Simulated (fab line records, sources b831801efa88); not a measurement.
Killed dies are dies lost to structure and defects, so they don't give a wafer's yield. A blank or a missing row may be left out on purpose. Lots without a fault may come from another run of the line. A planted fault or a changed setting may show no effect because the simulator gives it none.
fab line records | flow sky130
record lots=10 wafers=30 last_day=50
route steps=708 shown METAL2@502 VIA2@523 CAPM@544 PAD_OPEN@708
lots that met no fault: from a run of the same line without faults
start_h: hours from the record's first day to the start of the lot's first wafer shown | wait_h: hours since the lot's step before | " the same as in the row above | L1.1+2: a row that stands for several wafers | - no value, or no start given | * or withheld: withheld | < > ~ a bound
route shown NAME@n: a module of which the file shows steps, and the number in the route of the first | usual: mean/standard deviation of fault-free wafers | same: alike in all rows | chamber/n: place in a boat | sites: the reading at each site | _std_site: their standard deviation | _edge_site: outer sites' mean less inner sites' | radius_mm: how far each site lies from the wafer's centre | mask NAME#n: copy n | behind: the tool/chamber that last shaped the wafer | hold: why the lot was held/for how many hours/how that ended | device: the transistor (n, p or np) that didn't switch | end of line: the same wafers' tests at the end of the route | a step without rows: its recipe alone | killed: dies lost to structure and defects at the first sort, not the wafer's yield | map: a wafer's dies, x killed, . not, _ none there
set.NAME: the setting as run; set.NAME@STEP: as run at that earlier step | model.NAME: the simulator's own value behind a step, which no gauge read
steps of the route over a sample of lots; a table a step, a row a wafer
services: from which hour (start_h, from the record's first day; less than 0 if before it) a tool's chamber was out of use, for how many hours, and why
## steps
# step SKY_METAL2_METAL_ETCH_19
# recipe target_depth_a=3600 stop_on=SiO2 over_etch_frac=0.3 time_s=78 chemistry=Cl2/BCl3 resist_sidewall_deg=88 pressure_mtorr=10 icp_w=900 bias_w=48.5 Cl2_flow_sccm=60 bcl3_flow_sccm=30
# usual chamber_pressure_mTorr=10.000/0.0096 drypump_motor_current_A=5.77/0.26 mfc_cl2_sccm=60.03/0.17 oes_product_au=0.854/0.0055 throttle_valve_pct=22.264/0.0094
# columns lot.wafer tool chamber start_h wait_h chamber_pressure_mTorr drypump_motor_current_A mfc_cl2_sccm oes_product_au rf_hours_counter_h throttle_valve_pct
L474.1 rie_metal-04 0 827.22 0.0 9.981 5.68 60.23 0.852 9 22.263
L474.3 " 1 " " 9.991 6.03 59.93 0.847 - 22.276
L474.6 " 1 " " 9.999 6.03 59.72 0.853 - 22.253
L480.1 rie_metal-02 1 875.25 0.0 10.000 5.72 60.12 0.856 6 22.263
L480.2 " 0 " " 9.998 5.60 60.34 0.843 1 22.256
L480.5 " 1 " " 9.996 5.71 60.27 0.851 - 22.265
L481.1 rie_metal-03 1 879.87 0.0 10.004 6.05 59.99 0.858 14 22.262
L481.2 " 0 " " 9.982 5.38 59.80 0.851 17 22.261
L481.3 " 1 " " 10.003 6.05 59.95 0.846 - 22.269
L485.1 rie_metal-04 0 916.52 0.0 9.999 5.69 60.05 0.849 13 22.280
L485.2 " 1 " " 10.006 6.01 60.15 0.849 11 22.247
L485.4 " 0 " " 9.986 5.70 60.59 0.863 - 22.275
L488.3 rie_metal-03 1 939.43 0.1 10.004 6.05 60.11 0.853 - 22.255
L488.4 " 0 " " 10.001 5.33 60.12 0.858 - 22.270
L488.5 " 1 " " 10.014 6.06 59.90 0.853 - 22.262
L490.4 rie_metal-04 0 968.40 0.1 9.989 5.68 59.58 0.850 - 22.274
L490.5 " 0 " " 9.991 5.71 59.65 0.852 - 22.261
L490.6 " 1 " " 10.000 6.03 60.19 0.853 - 22.265
L491.2 rie_metal-03 0 969.90 0.0 9.996 5.36 60.15 0.853 3 22.258
L491.3 " 1 " " 10.005 6.06 60.01 0.856 - 22.257
L491.5 " 1 " " 9.997 6.04 60.02 0.858 - 22.265
L494.2 rie_metal-04 1 979.12 0.0 10.009 6.00 60.07 0.852 14 22.252
L494.3 " 1 " " 10.006 6.02 60.01 0.848 - 22.239
L494.5 " 1 " " 9.994 6.00 60.02 0.847 - 22.272
L495.2 rie_metal-04 1 981.32 0.0 9.999 6.04 60.04 0.854 14 22.273
L495.3 " 1 " " 9.992 6.03 59.97 0.860 - 22.257
L495.5 " 0 " " 10.000 5.69 60.60 0.859 - 22.250
L496.2 rie_metal-04 0 991.43 0.0 10.005 5.71 59.78 0.856 17 22.256
L496.3 " 0 " " 9.998 5.69 59.65 0.851 - 22.253
L496.4 " 1 " " 10.010 6.02 59.86 0.854 - 22.254
# step SKY_VIA2_STRIP_16
# recipe chemistry=O2/N2 power_w=1400 pressure_mtorr=1500 platen_temp_c=withheld o2_flow_sccm=3000 n2_flow_sccm=300 overash_fraction=0.5
# usual chamber_pressure_mTorr=1500.0/1.4 drypump_motor_current_A=5.8/0.59 oes_product_au=0.399/0.0045 strip_time_to_endpoint_s=4.051/0.02
# columns lot.wafer tool chamber start_h wait_h chamber_pressure_mTorr drypump_motor_current_A oes_product_au rf_hours_counter_h strip_time_to_endpoint_s
L474.1 plasma_asher-03 1 855.25 0.0 1500.9 5.9 0.398 106 4.059
L474.3 " 0 " " 1500.8 5.0 0.394 - 4.057
L474.6 " 0 " " 1499.7 5.0 0.401 - 4.060
L480.1 plasma_asher-02 0 902.55 0.0 1500.0 6.4 0.390 52 4.059
L480.2 " 1 " " 1500.4 6.3 0.402 52 4.045
L480.5 " 1 " " 1496.8 6.3 0.401 - 4.055
L481.1 plasma_asher-03 1 906.76 0.0 1499.2 5.8 0.398 112 3.994
L481.2 " 0 " " 1499.3 5.0 0.401 112 4.035
L481.3 " 0 " " 1496.9 5.0 0.403 - 4.023
L485.1 plasma_asher-03 0 942.91 0.0 1503.3 5.0 0.407 116 4.079
L485.2 " 1 " " 1501.2 5.8 0.401 116 4.088
L485.4 " 1 " " 1498.2 5.8 0.404 - 4.075
L488.3 plasma_asher-02 1 964.72 0.1 1499.2 6.3 0.400 - 4.065
L488.4 " 0 " " 1500.4 6.4 0.406 - 4.047
L488.5 " 1 " " 1498.7 6.3 0.396 - 4.045
L490.4 plasma_asher-04 1 993.79 0.1 1497.2 5.1 0.403 - 4.074
L490.5 " 1 " " 1501.4 5.1 0.400 - 4.063
L490.6 " 0 " " 1499.0 5.1 0.402 - 4.051
L491.2 plasma_asher-03 0 994.90 0.0 1500.6 5.0 0.401 122 4.068
L491.3 " 0 " " 1500.3 5.0 0.395 - 4.062
L491.5 " 0 " " 1499.4 5.0 0.400 - 4.069
L494.2 plasma_asher-02 0 1002.36 0.0 1499.0 6.4 0.397 63 4.040
L494.3 " 1 " " 1499.0 6.3 0.397 - 4.061
L494.5 " 1 " " 1500.7 6.3 0.403 - 4.061
L495.2 plasma_asher-04 1 1006.56 0.0 1500.3 5.1 0.398 73 4.051
L495.3 " 0 " " 1500.6 5.2 0.398 - 4.040
L495.5 " 0 " " 1500.9 5.1 0.408 - 4.061
L496.2 plasma_asher-02 1 1016.50 0.0 1497.7 6.3 0.397 64 4.061
L496.3 " 0 " " 1500.6 6.4 0.394 - 4.036
L496.4 " 1 " " 1500.5 6.3 0.397 - 4.036
# step SKY_CAPM_COAT_07
# recipe resist=NOVOLAK spin_rpm=3000 resist_thk_nm=1140
# usual spin_speed_rpm=3000.0/2.2
# columns lot.wafer tool chamber start_h wait_h spin_speed_rpm
L474.1 litho_track-03 0 870.12 0.1 2998.4
L474.3 " 0 " " 2999.4
L474.6 " 0 " " 3000.5
L480.1 litho_track-03 0 916.57 0.1 3256.0
L480.2 " 0 " " 3251.7
L480.5 " 0 " " 3253.8
L481.1 litho_track-01 0 920.37 0.1 3003.2
L481.2 " 0 " " 3002.1
L481.3 " 0 " " 2998.2
L485.1 litho_track-03 0 956.47 0.1 3255.8
L485.2 " 0 " " 3256.5
L485.4 " 0 " " 3252.9
L488.3 litho_track-04 0 977.94 0.1 2999.4
L488.4 " 0 " " 2995.7
L488.5 " 0 " " 2999.7
L490.4 litho_track-04 0 1007.06 0.1 3001.9
L490.5 " 0 " " 3002.6
L490.6 " 0 " " 3000.2
L491.2 litho_track-01 0 1007.74 0.1 3000.2
L491.3 " 0 " " 3000.5
L491.5 " 0 " " 3002.3
L494.2 litho_track-03 0 1015.95 0.1 3002.7
L494.3 " 0 " " 3002.6
L494.5 " 0 " " 3002.5
L495.2 litho_track-03 0 1019.05 0.1 2996.8
L495.3 " 0 " " 3001.7
L495.5 " 0 " " 2998.6
L496.2 litho_track-01 0 1029.09 0.1 3003.9
L496.3 " 0 " " 3003.1
L496.4 " 0 " " 3005.2
# step SKY_CAPM_METAL_ETCH_13
# recipe target_depth_nm=220 stop_on=SiO2 chemistry=Cl2/BCl3 target=TiN pressure_mtorr=10 icp_w=900 bias_w=48.5 Cl2_flow_sccm=60 bcl3_flow_sccm=30 time_s=62.9
# usual chamber_pressure_mTorr=10.000/0.009 drypump_motor_current_A=5.8/0.35 mfc_cl2_sccm=60.02/0.19 oes_product_au=0.939/0.0064 throttle_valve_pct=21.902/0.0085
# columns lot.wafer tool chamber start_h wait_h chamber_pressure_mTorr drypump_motor_current_A mfc_cl2_sccm oes_product_au rf_hours_counter_h throttle_valve_pct
L474.1 rie_metal-02 0 883.02 0.0 9.995 5.6 59.89 0.932 1 21.903
L474.3 " 0 " " 10.001 5.6 59.90 0.942 - 21.899
L474.6 " 1 " " 10.003 5.7 59.84 0.935 - 21.903
L480.1 rie_metal-04 1 928.76 0.0 9.992 6.1 59.87 0.946 12 21.903
L480.2 " 0 " " 10.000 5.7 60.21 0.947 14 21.910
L480.5 " 1 " " 9.986 6.0 59.88 0.953 - 21.886
L481.1 rie_metal-02 1 932.95 0.0 10.014 5.7 59.71 0.934 8 21.916
L481.2 " 0 " " 10.002 5.6 60.15 0.943 3 21.902
L481.3 " 1 " " 10.009 5.7 59.73 0.941 - 21.896
L485.1 rie_metal-01 0 969.21 0.0 9.988 6.4 60.01 0.943 11 21.899
L485.2 " 1 " " 9.997 5.3 60.24 0.938 13 21.898
L485.4 " 1 " " 9.995 5.3 60.14 0.944 - 21.904
L488.3 rie_metal-01 0 991.42 0.1 9.999 6.4 60.08 0.928 - 21.906
L488.4 " 0 " " 9.997 6.4 60.26 0.937 - 21.899
L488.5 " 0 " " 9.988 6.4 60.38 0.934 - 21.906
L490.4 rie_metal-04 0 1018.44 0.0 10.003 5.7 60.07 0.940 - 21.905
L490.5 " 1 " " 9.997 6.1 60.21 0.930 - 21.905
L490.6 " 0 " " 9.996 5.7 60.01 0.938 - 21.903
L491.2 rie_metal-02 1 1018.95 0.0 9.990 5.7 59.83 0.950 12 21.902
L491.3 " 1 " " 10.002 5.7 59.86 0.943 - 21.897
L491.5 " 1 " " 9.976 5.7 59.67 0.953 - 21.906
L494.2 rie_metal-01 0 1026.45 0.0 10.010 6.4 59.95 0.934 16 21.895
L494.3 " 1 " " 9.986 5.3 60.05 0.935 - 21.919
L494.5 " 1 " " 10.017 5.3 60.12 0.936 - 21.884
L495.2 rie_metal-01 1 1030.46 0.0 10.011 5.3 59.78 0.941 16 21.908
L495.3 " 0 " " 9.990 6.4 60.02 0.941 - 21.902
L495.5 " 1 " " 10.007 5.2 59.69 0.948 - 21.909
L496.2 rie_metal-01 1 1040.56 0.0 9.994 5.3 60.14 0.939 16 21.896
L496.3 " 1 " " 9.994 5.3 60.07 0.932 - 21.906
L496.4 " 0 " " 9.998 6.4 59.76 0.933 - 21.900
# step SKY_CAPM_STRIP_14
# recipe chemistry=O2/N2 power_w=1400 pressure_mtorr=1500 platen_temp_c=withheld o2_flow_sccm=3000 n2_flow_sccm=300 overash_fraction=0.5
# usual chamber_pressure_mTorr=1500.0/1.3 drypump_motor_current_A=5.7/0.54 oes_product_au=0.710/0.0046 strip_time_to_endpoint_s=12.66/0.048
# columns lot.wafer tool chamber start_h wait_h chamber_pressure_mTorr drypump_motor_current_A oes_product_au rf_hours_counter_h strip_time_to_endpoint_s
L474.1 plasma_asher-01 1 883.10 0.1 1502.4 5.4 0.706 17 12.53
L474.3 " 0 " " 1500.6 6.1 0.705 - 12.56
L474.6 " 1 " " 1499.0 5.4 0.706 - 12.57
L480.1 plasma_asher-02 1 928.84 0.1 1501.2 6.3 0.708 55 12.12
L480.2 " 0 " " 1501.3 6.4 0.710 55 12.11
L480.5 " 1 " " 1498.3 6.3 0.713 - 12.14
L481.1 plasma_asher-04 1 933.03 0.1 1501.5 5.1 0.712 66 12.63
L481.2 " 0 " " 1499.7 5.1 0.710 66 12.63
L481.3 " 0 " " 1500.0 5.1 0.711 - 12.61
L485.1 plasma_asher-04 1 969.29 0.1 1500.4 5.1 0.709 69 12.17
L485.2 " 0 " " 1501.5 5.1 0.713 69 12.10
L485.4 " 1 " " 1500.1 5.1 0.715 - 12.10
L488.3 plasma_asher-04 0 991.56 0.1 1499.6 5.1 0.716 - 12.67
L488.4 " 1 " " 1499.6 5.1 0.704 - 12.68
L488.5 " 1 " " 1499.3 5.1 0.708 - 12.70
L490.4 plasma_asher-01 1 1018.52 0.1 1501.2 5.4 0.715 - 12.64
L490.5 " 0 " " 1501.9 6.1 0.714 - 12.66
L490.6 " 1 " " 1500.7 5.4 0.702 - 12.68
L491.2 plasma_asher-04 1 1019.03 0.1 1500.5 5.1 0.701 75 12.61
L491.3 " 0 " " 1499.6 5.1 0.713 - 12.64
L491.5 " 0 " " 1501.4 5.1 0.709 - 12.62
L494.2 plasma_asher-04 0 1026.53 0.1 1501.8 5.1 0.704 75 12.66
L494.3 " 0 " " 1498.4 5.1 0.698 - 12.60
L494.5 " 0 " " 1499.8 5.1 0.711 - 12.63
L495.2 plasma_asher-01 1 1030.54 0.1 1500.3 5.4 0.710 31 12.71
L495.3 " 0 " " 1496.8 6.1 0.709 - 12.71
L495.5 " 0 " " 1498.1 6.1 0.712 - 12.67
L496.2 plasma_asher-02 1 1040.64 0.1 1501.1 6.3 0.715 66 12.65
L496.3 " 1 " " 1499.5 6.3 0.708 - 12.66
L496.4 " 0 " " 1500.0 6.4 0.718 - 12.68
# step SKY_PAD_OPEN_PROBE_99
# usual defect_limited_yield=82.4/2.1 killed_at_M0_to_M3=43/7.4 killed_at_M4_up=3.1/1.9 killed_at_contacts=25/5.4 killed_at_front_end=15/4.3 killed_at_other=0.3/0.54 killed_dies=86/10 killed_open=46/7.4 killed_short=40/7 sort_bin_3_pad_short=0.9/0.39 sort_bin_5_function=10.3/1.6 sort_bin_6_memory=6.4/1.1 sort_n_pass=406/10 sort_yield_pct=82.4/2.1
# same gross_dies=492 killed_at_back_side=0 sort_bin_4_leakage[%]=0 sort_bin_8_speed[%]=0
# columns lot.wafer tool chamber start_h wait_h defect_limited_yield[%] killed_at_M0_to_M3 killed_at_M4_up killed_at_contacts killed_at_front_end killed_at_other killed_dies killed_open killed_short sort_bin_3_pad_short[%] sort_bin_5_function[%] sort_bin_6_memory[%] sort_n_pass sort_yield_pct[%]
L480.1 prober-02 - 1119.84 0.1 80.3 40 9 26 22 0 97 46 50 1.4 11.0 7.3 395 80.3
L480.2 prober-02 - 1119.89 0.1 83.5 35 2 30 13 1 81 44 37 1.4 9.3 5.7 411 83.5
L480.5 prober-02 - 1120.04 0.2 83.3 42 4 20 16 0 82 43 39 0.8 8.9 6.9 410 83.3
L481.1 prober-01 - 1121.42 0.1 83.1 38 8 26 11 0 83 44 39 0.2 10.6 6.1 409 83.1
L481.2 prober-01 - 1121.47 0.1 80.9 50 4 23 17 0 94 44 50 0.8 11.8 6.5 398 80.9
L481.3 prober-01 - 1121.52 0.2 85.8 36 3 20 11 0 70 45 24 0.4 8.1 5.7 422 85.8
L490.6 prober-02 - 1187.77 0.2 82.7 46 1 24 14 0 85 48 37 1.2 9.6 6.5 407 82.7
L494.2 prober-02 - 1194.04 0.1 85.2 39 2 22 10 0 73 46 27 0 9.3 5.5 419 85.2
L494.3 prober-02 - 1194.09 0.2 84.1 39 2 22 15 0 78 44 34 1.4 8.3 6.1 414 84.1
L494.5 prober-02 - 1194.19 0.2 81.1 47 3 21 22 0 93 45 48 0.2 12.8 5.9 399 81.1
# killed by level:class
L480.1 METAL4:geometric_particle:short=9 VIA1:geometric_particle:open=8 CONTACT:geometric_particle:open=7 LI_CONTACT:geometric_particle:open=7 VIA2:geometric_particle:short=7 FIELD_ISO:geometric_particle:short=6 LI_CONTACT:geometric_particle:short=6 VIA2:geometric_particle:open=6
L480.2 CONTACT:geometric_particle:open=9 VIA1:geometric_particle:open=9 LI_CONTACT:geometric_particle:open=8 LOCAL_INTERCONNECT:geometric_particle:short=5 VIA2:geometric_particle:open=5 LI_CONTACT:geometric_particle:short=4 VIA3:geometric_particle:short=4 SPACER:geometric_particle:short=3
L480.5 VIA3:geometric_particle:open=8 CONTACT:geometric_particle:open=7 METAL2:geometric_particle:short=7 VIA1:geometric_particle:open=6 VIA2:geometric_particle:open=6 VIA1:geometric_particle:short=5 FIELD_ISO:geometric_particle:short=4 FIELD_ISO:geometric_particle:open=4
L481.1 LI_CONTACT:geometric_particle:open=9 VIA1:geometric_particle:open=7 VIA3:geometric_particle:open=7 METAL1:geometric_particle:short=6 VIA2:geometric_particle:open=6 METAL4:geometric_particle:short=5 CONTACT:geometric_particle:open=5 LI_CONTACT:geometric_particle:short=4
L481.2 VIA1:geometric_particle:open=11 FIELD_ISO:geometric_particle:short=9 CONTACT:geometric_particle:open=7 VIA1:geometric_particle:short=7 METAL2:geometric_particle:short=6 METAL1:geometric_particle:short=6 VIA2:geometric_particle:open=6 LOCAL_INTERCONNECT:geometric_particle:short=5
L481.3 VIA1:geometric_particle:open=12 LI_CONTACT:geometric_particle:open=7 CONTACT:geometric_particle:open=7 VIA1:geometric_particle:short=5 METAL2:geometric_particle:short=4 VIA3:geometric_particle:open=4 FIELD_ISO:geometric_particle:open=3 VIA2:geometric_particle:open=3
L490.6 VIA1:geometric_particle:open=13 CONTACT:geometric_particle:open=9 VIA2:geometric_particle:open=8 VIA3:geometric_particle:open=6 FIELD_ISO:geometric_particle:short=5 LI_CONTACT:geometric_particle:open=5 LOCAL_INTERCONNECT:geometric_particle:short=5 METAL2:geometric_particle:short=5
L494.2 CONTACT:geometric_particle:open=12 VIA1:geometric_particle:open=11 VIA2:geometric_particle:open=9 METAL1:geometric_particle:short=6 POLY_GATE:geometric_particle:short=4 CONTACT:geometric_particle:short=4 VIA3:geometric_particle:open=4 FIELD_ISO:geometric_particle:short=3
L494.3 CONTACT:geometric_particle:open=9 VIA1:geometric_particle:open=8 VIA1:geometric_particle:short=6 VIA2:geometric_particle:open=6 CONTACT:geometric_particle:short=5 METAL1:geometric_particle:short=4 VIA3:geometric_particle:open=4 FIELD_ISO:geometric_particle:open=3
L494.5 METAL1:geometric_particle:short=11 VIA1:geometric_particle:open=8 LI_CONTACT:geometric_particle:open=7 VIA3:geometric_particle:open=7 CONTACT:geometric_particle:short=6 FIELD_ISO:geometric_particle:short=5 VIA2:geometric_particle:open=5 POLY_GATE:geometric_particle:open=4
## services
# columns tool chamber start_h hours kind
plasma_asher-03 - 821.21 1.3 repair
rie_metal-03 - 828.85 0.7 repair
rie_metal-01 0 829.84 4.3 repair
rie_metal-02 0 839.49 - clean
rie_metal-02 0 839.49 20.3 scheduled_down
rie_metal-02 0 839.49 20.3 vent_cycle
plasma_asher-04 - 845.96 0.9 repair
rie_metal-01 - 863.92 2.8 pm
plasma_asher-02 - 871.61 2.5 repair
plasma_asher-04 - 876.39 15.6 pm
rie_metal-03 - 880.64 0.6 repair
plasma_asher-04 - 882.91 26.0 repair
rie_metal-03 0 886.95 - clean
rie_metal-03 0 886.95 19.8 scheduled_down
plasma_asher-03 - 897.97 4.3 pm
plasma_asher-04 - 944.23 0.4 repair
plasma_asher-01 - 960.59 14.3 repair
rie_metal-01 1 980.49 15.3 repair
rie_metal-02 - 980.72 14.6 pm
litho_track-03 - 988.04 - consumable_replace:filter
rie_metal-03 0 994.42 15.9 repair
rie_metal-02 - 1000.60 0.7 repair
rie_metal-04 - 1010.92 2.8 pm
plasma_asher-02 - 1027.01 3.2 repair
## key
first_sign step=SKY_CAPM_COAT_07 reading=spin_speed_rpm direction=up sigmas=99+ usual=3000.0 struck=3254.4
effect step=SKY_CAPM_STRIP_14 reading=strip_time_to_endpoint_s direction=down sigmas=11 usual=* struck=*
met_at SKY_CAPM_COAT_07
struck_lots L480,L485
not_acting_at SKY_METAL2_METAL_ETCH_19,SKY_VIA2_STRIP_16,SKY_CAPM_METAL_ETCH_13
onset_between 870.12 916.57
fault kind=process_parameter_drift tool=litho_track-03 chamber=- onset_h=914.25 steps=SKY_CAPM_COAT_07 channel=spin_rpm offset=253.98 shape=step end_h=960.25 acts_in=these_recipes_only stated=3000
